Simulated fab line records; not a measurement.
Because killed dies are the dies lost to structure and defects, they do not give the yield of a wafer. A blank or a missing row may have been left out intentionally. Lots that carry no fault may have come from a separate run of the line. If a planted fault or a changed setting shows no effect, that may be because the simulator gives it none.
fab line records | flow sky130
record: lots: 11 wafers: 33 lastDay: 50
route steps=708 shown LDD_P@264 RES_XHIGH@340 LI_CONTACT@363
lots that met no fault: taken from a fault-free run of the same line
startH: hours from the record's first day to the start of the lot's first wafer shown | waitH: how many hours have passed since the lot's step before this one | " same as the row above | L1.1+2: several wafers, shown together as one row | - no value, or no start was given | * or withheld: withheld | < > ~ a bound
route shown NAME@n: NAME is a module with steps in the file, n the number in the route of the first one | usual: the fault-free wafers' mean and standard deviation | same: alike in all rows | chamber/n: place in a boat | sites: per-site readings | _std_site: how widely they spread, as a standard deviation | _edge_site: inner sites' mean taken away from outer sites' mean | radiusMm: for every site, how far away it sits from the centre of the wafer | mask NAME#n: copy n | behind: tool/chamber where the wafer was last shaped | hold: why the lot went on hold/how many hours it stayed there/how the hold came to an end | device: whichever transistor did not switch (one of n, p or np) | end of line: the tests these same wafers got at the end of their route | a step given without rows: its recipe and nothing more | killed: dies that structure and defects cost at the first sort, which is not the same as the wafer's yield | map: dies across one wafer; x = killed, . = not, _ = none there
set.NAME: the setting the step ran with; set.NAME@STEP: the setting that earlier step ran with | model.NAME: the simulator's own value behind a step, which no gauge read
the route's steps for a sample of lots (tables are steps, rows are wafers)
services: from which hour (startH, from the record's first day; less than 0 if before it) a tool's chamber was out of use, for how many hours, and why
== steps ==
step: SKY_LDD_P_IMPLANT_09
recipe: species: BF2 energyKev: 25 doseCm2: 1e+13 tiltDeg: withheld
usual: beamOnS: 10.02/0.2 doseIonsCm2: 1.0001e+13/1e+10 faradayCurrentUA: 56.3/1.1
columns lot.wafer tool chamber startH waitH beamOnS doseIonsCm2 faradayCurrentUA
L268.1 implanter-04 0 441.34 0.0 10.00 1.0005e+13 56.6
L268.2 " 0 " " 10.19 9.986e+12 55.5
L268.4 " 0 " " 9.96 9.996e+12 56.5
L269.1 implanter-03 0 444.49 0.0 10.58 1.0017e+13 53.1
L269.3 " 0 " " 9.29 1.0005e+13 60.2
L269.6 " 0 " " 10.00 1.0024e+13 56.1
L273.1 implanter-03 0 483.39 0.0 9.63 1.1278e+13 66.2
L273.3 " 0 " " 9.93 1.1287e+13 64.4
L273.4 " 0 " " 10.10 1.1282e+13 63.1
L275.3 implanter-03 0 504.00 0.1 9.78 1.1278e+13 64.8
L275.4 " 0 " " 10.05 1.1291e+13 63.4
L275.6 " 0 " " 9.98 1.1287e+13 63.9
L279.1 implanter-04 0 540.07 0.0 9.88 1.0007e+13 57.3
L279.2 " 0 " " 10.25 9.988e+12 55.1
L279.4 " 0 " " 9.88 9.999e+12 57.3
L282.1 implanter-03 0 573.35 0.0 10.07 9.996e+12 55.6
L282.3 " 0 " " 9.90 9.993e+12 57.1
L282.5 " 0 " " 10.01 9.986e+12 56.5
L283.1 implanter-04 0 579.60 0.0 10.23 9.999e+12 55.1
L283.3 " 0 " " 10.19 1.0009e+13 55.4
L283.6 " 0 " " 10.02 1.0014e+13 56.4
L285.1 implanter-03 0 592.45 0.0 10.04 9.991e+12 56.0
L285.2 " 0 " " 9.71 1.0007e+13 58.1
L285.5 " 0 " " 9.94 9.988e+12 56.9
L287.1 implanter-03 0 604.94 0.0 10.14 1.0004e+13 55.8
L287.4 " 0 " " 9.93 9.991e+12 56.8
L287.6 " 0 " " 10.03 1.0021e+13 56.4
L288.2 implanter-01 0 613.72 0.0 10.23 1.0006e+13 55.4
L288.3 " 0 " " 9.97 1.0001e+13 56.6
L288.6 " 0 " " 10.02 1.0003e+13 56.4
L289.2 implanter-04 0 622.82 0.0 9.94 9.992e+12 57.0
L289.3 " 0 " " 10.22 1.0027e+13 55.3
L289.6 " 0 " " 10.12 9.996e+12 55.5
step: SKY_LDD_P_TW_MEAS_11
usual: LDD_P_TW: 633/3.6
columns lot.wafer tool chamber startH waitH LDD_P_TW
L268.1 filmMetro-03 - 441.59 0.1 637
L268.2 " - " " 634
L268.4 " - " " 637
L269.1 filmMetro-02 - 444.74 0.1 635
L269.3 " - " " 629
L269.6 " - " " 632
L273.1 filmMetro-01 - 483.64 0.1 653
L273.3 " - " " 659
L273.4 " - " " 654
L275.3 filmMetro-02 - 504.22 0.1 658
L275.4 " - " " 655
L275.6 " - " " 657
L279.1 filmMetro-03 - 540.32 0.1 640
L279.2 " - " " 641
L279.4 " - " " 643
L282.1 filmMetro-03 - 573.60 0.1 637
L282.3 " - " " 638
L282.5 " - " " 639
L283.1 filmMetro-02 - 579.85 0.1 631
L283.3 " - " " 628
L283.6 " - " " 631
L285.1 filmMetro-03 - 592.70 0.1 635
L285.2 " - " " 632
L285.5 " - " " 630
L287.1 filmMetro-02 - 605.19 0.1 627
L287.4 " - " " 629
L287.6 " - " " 629
L288.2 filmMetro-01 - 613.96 0.1 630
L288.3 " - " " 632
L288.6 " - " " 629
L289.2 filmMetro-01 - 623.06 0.1 630
L289.3 " - " " 628
L289.6 " - " " 629
step: SKY_RES_XHIGH_STRIP_08
recipe: chemistry: O2/N2 powerW: 1400 pressureMtorr: 1500 platenTempC: withheld o2FlowSccm: 3000 n2FlowSccm: 300 overashFraction: 0.5
usual: chamberPressureMTorr: 1500.2/1.3 drypumpMotorCurrentA: 5.7/0.37 oesProductAu: 0.711/0.0048 stripTimeToEndpointS: 14.29/0.043
columns lot.wafer tool chamber startH waitH chamberPressureMTorr drypumpMotorCurrentA oesProductAu rfHoursCounterH stripTimeToEndpointS
L268.1 plasmaAsher-03 0 625.19 0.1 1499.4 5.5 0.711 76 14.24
L268.2 " 1 " " 1501.4 6.4 0.711 76 14.25
L268.4 " 0 " " 1501.4 5.6 0.713 - 14.24
L269.1 plasmaAsher-01 1 629.04 0.1 1498.6 5.4 0.713 91 14.29
L269.3 " 0 " " 1500.7 5.9 0.711 - 14.29
L269.6 " 1 " " 1502.1 5.4 0.718 - 14.26
L273.1 plasmaAsher-03 0 665.99 0.1 1500.5 5.5 0.722 80 14.31
L273.3 " 0 " " 1499.6 5.6 0.710 - 14.32
L273.4 " 1 " " 1500.1 6.4 0.704 - 14.31
L275.3 plasmaAsher-03 1 681.52 0.1 1498.7 6.4 0.712 - 14.24
L275.4 " 0 " " 1500.9 5.5 0.703 - 14.24
L275.6 " 1 " " 1501.1 6.4 0.715 - 14.27
L279.1 plasmaAsher-01 0 715.29 0.1 1499.2 5.9 0.717 100 14.31
L279.2 " 1 " " 1501.7 5.3 0.716 100 14.32
L279.4 " 1 " " 1500.1 5.3 0.716 - 14.32
L282.1 plasmaAsher-04 1 746.59 0.1 1500.3 5.5 0.715 65 14.36
L282.3 " 0 " " 1502.0 5.6 0.720 - 14.33
L282.5 " 0 " " 1498.5 5.6 0.704 - 14.35
L283.1 plasmaAsher-01 0 752.99 0.1 1500.5 5.9 0.718 1 14.28
L283.3 " 0 " " 1500.4 5.9 0.717 - 14.30
L283.6 " 1 " " 1500.6 5.4 0.706 - 14.33
L285.1 plasmaAsher-04 0 762.24 0.1 1500.9 5.6 0.709 66 14.36
L285.2 " 1 " " 1498.0 5.5 0.701 66 14.33
L285.5 " 1 " " 1501.2 5.5 0.709 - 14.31
L287.1 plasmaAsher-03 0 774.59 0.1 1501.7 5.5 0.715 91 14.33
L287.4 " 1 " " 1499.2 6.4 0.707 - 14.30
L287.6 " 1 " " 1497.9 6.4 0.702 - 14.34
L288.2 plasmaAsher-01 1 783.32 0.1 1501.6 5.3 0.705 4 14.33
L288.3 " 1 " " 1499.3 5.4 0.716 - 14.33
L288.6 " 1 " " 1498.7 5.3 0.711 - 14.32
L289.2 plasmaAsher-03 1 790.14 0.1 1498.0 6.4 0.708 92 14.32
L289.3 " 0 " " 1501.4 5.5 0.715 - 14.26
L289.6 " 1 " " 1499.1 6.4 0.707 - 14.32
step: SKY_LI_CONTACT_THK_MEAS_01
recipe: reads: PSG_of_LI_CONTACT_HDPCVD_00
usual: LI_CONTACT_HDPCVD_THK: 928/10
columns lot.wafer tool chamber startH waitH LI_CONTACT_HDPCVD_THK[nm]
L268.1 filmMetro-01 - 655.29 0.1 918
L268.2 " - " " 923
L268.4 " - " " 918
L269.1 filmMetro-01 - 659.34 0.1 940
L269.3 " - " " 928
L269.6 " - " " 930
L273.1 filmMetro-03 - 694.16 0.1 944
L273.3 " - " " 919
L273.4 " - " " 940
L275.3 filmMetro-01 - 710.98 0.1 924
L275.4 " - " " 946
L275.6 " - " " 941
L279.1 filmMetro-01 - 742.43 0.1 942
L279.2 " - " " 955
L279.4 " - " " 939
L282.1 filmMetro-04 - 774.11 0.1 933
L282.3 " - " " 938
L282.5 " - " " 939
L283.1 filmMetro-03 - 780.43 0.1 919
L283.3 " - " " 920
L283.6 " - " " 913
L285.1 filmMetro-04 - 790.80 0.1 932
L285.2 " - " " 924
L285.5 " - " " 932
L287.1 filmMetro-03 - 801.35 0.1 914
L287.4 " - " " 923
L287.6 " - " " 922
L288.2 filmMetro-04 - 811.36 0.1 921
L288.3 " - " " 908
L288.6 " - " " 908
L289.2 filmMetro-03 - 817.57 0.1 931
L289.3 " - " " 929
L289.6 " - " " 929
step: SKY_LI_CONTACT_ETCH_14
recipe: chemistry: N2/H2 target: BARC ionEnergyEv: 200 sourceW: 500 biasW: 100 pressureMtorr: 30 n2FlowSccm: 100 h2FlowSccm: 200 stopOn: SiO2 timeS: 45.9 targetDepthA: 600
usual: chamberPressureMTorr: 30.002/0.026 drypumpMotorCurrentA: 5.9/0.41 oesProductAu: 0.855/0.0049 throttleValvePct: 13.225/0.0089
columns lot.wafer tool chamber startH waitH chamberPressureMTorr drypumpMotorCurrentA oesProductAu rfHoursCounterH throttleValvePct
L268.1 rieDiel-04 0 684.15 0.0 30.014 6.5 0.859 12 13.247
L268.2 " 3 " " 30.013 5.9 0.860 6 13.227
L268.4 " 3 " " 29.975 5.8 0.862 - 13.225
L269.1 rieDiel-04 1 688.34 0.0 29.991 5.9 0.857 34 13.211
L269.3 " 0 " " 30.018 6.5 0.854 12 13.211
L269.6 " 1 " " 30.036 5.9 0.858 - 13.231
L273.1 rieDiel-02 2 721.85 0.0 30.014 5.6 0.851 9 13.209
L273.3 " 3 " " 30.000 6.2 0.850 12 13.228
L273.4 " 1 " " 30.020 6.2 0.856 13 13.226
L275.3 rieDiel-03 3 738.29 0.0 29.986 6.2 0.858 13 13.218
L275.4 " 0 " " 30.031 6.2 0.853 17 13.211
L275.6 " 3 " " 29.988 6.2 0.843 - 13.229
L279.1 rieDiel-04 3 769.55 0.0 29.973 5.8 0.845 10 13.244
L279.2 " 0 " " 29.970 6.5 0.857 15 13.201
L279.4 " 1 " " 30.023 5.9 0.852 - 13.233
L282.1 rieDiel-04 1 800.35 0.0 30.005 5.9 0.856 39 13.228
L282.3 " 0 " " 29.990 6.4 0.865 17 13.212
L282.5 " 1 " " 30.003 5.9 0.856 - 13.214
L283.1 rieDiel-02 3 807.20 0.0 30.051 6.2 0.849 14 13.215
L283.3 " 0 " " 30.021 5.6 0.860 12 13.229
L283.6 " 1 " " 30.008 6.2 0.855 - 13.220
L285.1 rieDiel-03 3 817.69 0.0 29.982 6.2 0.864 16 13.234
L285.2 " 2 " " 30.047 5.4 0.855 8 13.228
L285.5 " 0 " " 29.990 6.2 0.851 - 13.241
L287.1 rieDiel-03 0 827.79 0.0 29.969 6.2 0.851 20 13.223
L287.4 " 3 " " 30.040 6.2 0.859 16 13.240
L287.6 " 1 " " 29.974 5.1 0.854 - 13.227
L288.2 rieDiel-02 3 837.89 0.0 29.979 6.2 0.850 14 13.232
L288.3 " 0 " " 30.001 5.6 0.853 13 13.225
L288.6 " 2 " " 30.011 5.6 0.848 - 13.205
L289.2 rieDiel-04 1 844.54 0.0 29.949 6.0 0.848 0 13.223
L289.3 " 2 " " 29.991 5.4 0.852 9 13.213
L289.6 " 3 " " 29.981 5.9 0.852 - 13.220
== services ==
columns tool chamber startH hours kind
rieDiel-02 - 418.13 4.4 repair
implanter-03 - 425.61 6.2 pm
implanter-03 - 448.95 4.5 pm
plasmaAsher-03 - 450.07 2.8 pm
plasmaAsher-01 - 456.52 3.1 repair
rieDiel-02 1 473.28 17.7 repair
rieDiel-04 2 511.70 2.6 repair
rieDiel-04 0 529.25 2.8 repair
plasmaAsher-01 - 529.69 15.6 pm
plasmaAsher-01 - 545.44 0.4 repair
implanter-04 - 547.91 2.4 repair
plasmaAsher-03 - 565.38 2.7 repair
implanter-04 - 581.51 3.0 pm
implanter-03 - 596.30 4.3 repair
plasmaAsher-01 - 615.63 0.5 repair
rieDiel-04 1 636.73 11.3 repair
implanter-03 - 662.29 0.7 repair
rieDiel-04 2 676.71 61.2 repair
plasmaAsher-01 - 733.75 9.0 pm
implanter-04 - 752.77 4.3 pm
implanter-03 - 757.05 3.7 pm
rieDiel-04 2 761.13 19.9 repair
implanter-04 - 788.29 1.4 repair
implanter-04 - 794.58 6.6 pm
== key ==
firstSign: step: SKY_LDD_P_IMPLANT_09 reading: doseIonsCm2 direction: up sigmas: 99+ usual: * struck: *
effect: step: SKY_LDD_P_IMPLANT_09 reading: faradayCurrentUA direction: up sigmas: 7.2 usual: 56.3 struck: 64.3
effect: step: SKY_LDD_P_TW_MEAS_11 reading: LDD_P_TW direction: up sigmas: 6.6 usual: 633 struck: 656
metAt SKY_LDD_P_IMPLANT_09
struckLots L273,L275
testerLeftOut L273,L275
notActingAt SKY_RES_XHIGH_STRIP_08,SKY_LI_CONTACT_THK_MEAS_01,SKY_LI_CONTACT_ETCH_14
onsetBetween 444.49 483.39
fault: kind: processParameterDrift tool: implanter-03 chamber: - onsetH: 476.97 steps: SKY_LDD_P_IMPLANT_09 channel: doseCm2 offset: * shape: step endH: 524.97 actsIn: * stated: *
testerLeftOut: of these lots the tester's yield and bins aren't shown, on N5 and GAA mostly nor the transistor test; their killed dies are dies lost to structure and defects alone, not to doping, threshold or leakage, so they don't give the yield
